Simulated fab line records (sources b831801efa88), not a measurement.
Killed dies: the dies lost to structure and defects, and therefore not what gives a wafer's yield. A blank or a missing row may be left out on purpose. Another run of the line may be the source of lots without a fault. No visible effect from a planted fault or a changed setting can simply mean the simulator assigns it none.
Chamber matching || flow sfq_line || 3 sister chambers for SFQ_TRILAYER_L0_CAP_PECVD_011 on pecvd-03
The step deposits SiO2 from SiH4/N2O, time 13.333 s, target thk 60 nm. 6 wafers are shown with their chamber, then 7 later ones without.

## WAFERS WITH THEIR CHAMBER
{"wafer": "L276.2", "chamber": 1, "throttle_valve_pct (%)": 24.1, "heater_power_w (W)": 101}
{"wafer": "L276.6", "chamber": 0, "throttle_valve_pct (%)": 26.4, "heater_power_w (W)": 116}
{"wafer": "L279.5", "chamber": 0, "throttle_valve_pct (%)": 26.6, "heater_power_w (W)": 119}
{"wafer": "L279.6", "chamber": 2, "throttle_valve_pct (%)": 25.0, "heater_power_w (W)": 82}
{"wafer": "L282.2", "chamber": 2, "throttle_valve_pct (%)": 24.8, "heater_power_w (W)": 90}
{"wafer": "L282.3", "chamber": 1, "throttle_valve_pct (%)": 24.3, "heater_power_w (W)": 104}

## WAFERS WHOSE CHAMBER IS MISSING
{"wafer": "L282.5", "throttle_valve_pct (%)": 26.6, "heater_power_w (W)": 115}
{"wafer": "L284.1", "throttle_valve_pct (%)": 24.2, "heater_power_w (W)": 102}
{"wafer": "L284.2", "throttle_valve_pct (%)": 25.0, "heater_power_w (W)": 98}
{"wafer": "L284.6", "throttle_valve_pct (%)": 24.1, "heater_power_w (W)": 102}
{"wafer": "L285.1", "throttle_valve_pct (%)": 26.8, "heater_power_w (W)": 108}
{"wafer": "L285.2", "throttle_valve_pct (%)": 25.0, "heater_power_w (W)": 98}
{"wafer": "L285.6", "throttle_valve_pct (%)": 24.8, "heater_power_w (W)": 79}

## CHAMBER TAKEN BY EACH
{"wafer": "L282.5", "from the rows above": 0, "in truth": 0}
{"wafer": "L284.1", "from the rows above": 1, "in truth": 1}
{"wafer": "L284.2", "from the rows above": 2, "in truth": 2}
{"wafer": "L284.6", "from the rows above": 1, "in truth": 1}
{"wafer": "L285.1", "from the rows above": 0, "in truth": 0}
{"wafer": "L285.2", "from the rows above": 2, "in truth": 2}
{"wafer": "L285.6", "from the rows above": 2, "in truth": 2}
Correctly placed: 7 of 7. Not placeable from these rows: 0. Placed wrongly: 0.
How it was worked out, from the rows above alone: a wafer's distance from a chamber is the root of the sum, over the readings, of the square of ((its reading less the chamber's mean) divided by the reading's scatter). The wafer belongs to the nearest chamber; if the next one is less than 2 further off, it can't be placed. For every chamber, the mean is computed from those of its wafers that are shown. The scatter: the root of (the sum of the squares of (reading less its chamber's mean) over the shown wafers, divided by (wafers less chambers)).
